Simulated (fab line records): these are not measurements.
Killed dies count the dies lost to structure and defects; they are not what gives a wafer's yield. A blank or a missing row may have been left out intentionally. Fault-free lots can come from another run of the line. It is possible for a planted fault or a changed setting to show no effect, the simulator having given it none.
A struck lot beside a sound one | flow sky130 | 15 steps out of a route of 708
Sound: these wafers, L201.1, L201.3, L201.6. Wafers L215.1, L215.5, L215.6 were the ones struck. Last of all comes the cause.
Each step with rows lists, per side, the tool, then ch with its chambers, then its first start. Under that, the readings that differ: sound wafers | struck wafers | difference of the means | sigmas: that difference in standard deviations of wafers without a fault.
alike: same words and numbers on both sides, and readings whose means sit less than 2 such deviations apart. not compared: any withheld reading, any reading some wafer has no value for, any bound like >300 that may hide the same value, and any number with overlapping values for which the record gives no deviation.
The two part at a step that has a row with sigmas, a row that says differs or no value, or rows on one side only. When numbers do not overlap yet have no deviation, they are printed without sigmas and do not part them. A reading that every wafer of one side lacks parts them only if that side has two wafers or more.

first, 1 step without rows for these wafers: SKY_LDD_N_IMPLANT_15.
SKY_LDD_N_STRIP_16: strips in O2/N2.
  sound on plasma_asher-03 ch 0,1, day 18 04:08; struck on plasma_asher-03 ch 0,1, day 24 00:46
  alike: drypump_motor_current_A, oes_product_au, strip_time_to_endpoint_s
  not compared: rf_hours_counter_h
SKY_LDD_N_TW_MEAS_17:
  sound: film_metro-03 at day 18 04:14; struck: film_metro-02 at day 24 00:52
  alike: LDD_N_TW
then, 7 steps without rows for these wafers: SKY_LDD_P_DEHYDRATE_00 (time 60 s); SKY_LDD_P_HMDS_01 (prime time 60 s); SKY_LDD_P_COAT_02 (resist thk 1140 nm); SKY_LDD_P_SOFTBAKE_03 (time 60 s); SKY_LDD_P_EXPOSE_04 (exposes mask PSDM, target cd 380 nm); SKY_LDD_P_PEB_05; SKY_LDD_P_DEVELOP_06 (develop time 60 s).
SKY_LDD_P_CD_MEAS_07: target cd 380 nm.
  sound: cd_sem-01 at day 19 09:53; struck: cd_sem-01 at day 25 06:06
  reading    | sound             | struck            | difference | sigmas
  cd_nm (nm) | 382.5 384.6 385.2 | 376.5 375.2 375.0 | -8.5       | -3
SKY_LDD_P_OVL_MEAS_08:
  sound: overlay-02 at day 19 10:00; struck: overlay-01 at day 25 06:13
  alike: LDD_P_OVL
SKY_LDD_P_IMPLANT_09:
  struck on implanter-03, day 25 06:16; sound on implanter-02 ch 0, day 19 10:02
  no value came back on the struck wafers for beam_energy_keV, beam_on_s (s), dose_ions_cm2, implant_ion_amu; on the sound wafers beam_energy_keV reads 25.002 25.000 25.006
SKY_LDD_P_STRIP_10: strips in O2/N2.
  sound on plasma_asher-03 ch 0, day 19 10:11; struck on plasma_asher-03 ch 0,1, day 25 06:25
  reading                      | sound             | struck            | difference | sigmas
  strip_time_to_endpoint_s (s) | 14.12 14.16 14.12 | 14.21 14.21 14.20 | +0.07      | +2
  alike: drypump_motor_current_A, oes_product_au
  not compared: rf_hours_counter_h
SKY_LDD_P_TW_MEAS_11:
  sound: film_metro-03 at day 19 10:17; struck: film_metro-01 at day 25 06:31
  reading  | sound       | struck   | difference | sigmas
  LDD_P_TW | 644 646 640 | 30 30 30 | -613       | -99 or more

## WHERE THEY PART
First at SKY_LDD_P_CD_MEAS_07; last, within this record, at SKY_LDD_P_TW_MEAS_11.

WHY: what had been put in by the simulator
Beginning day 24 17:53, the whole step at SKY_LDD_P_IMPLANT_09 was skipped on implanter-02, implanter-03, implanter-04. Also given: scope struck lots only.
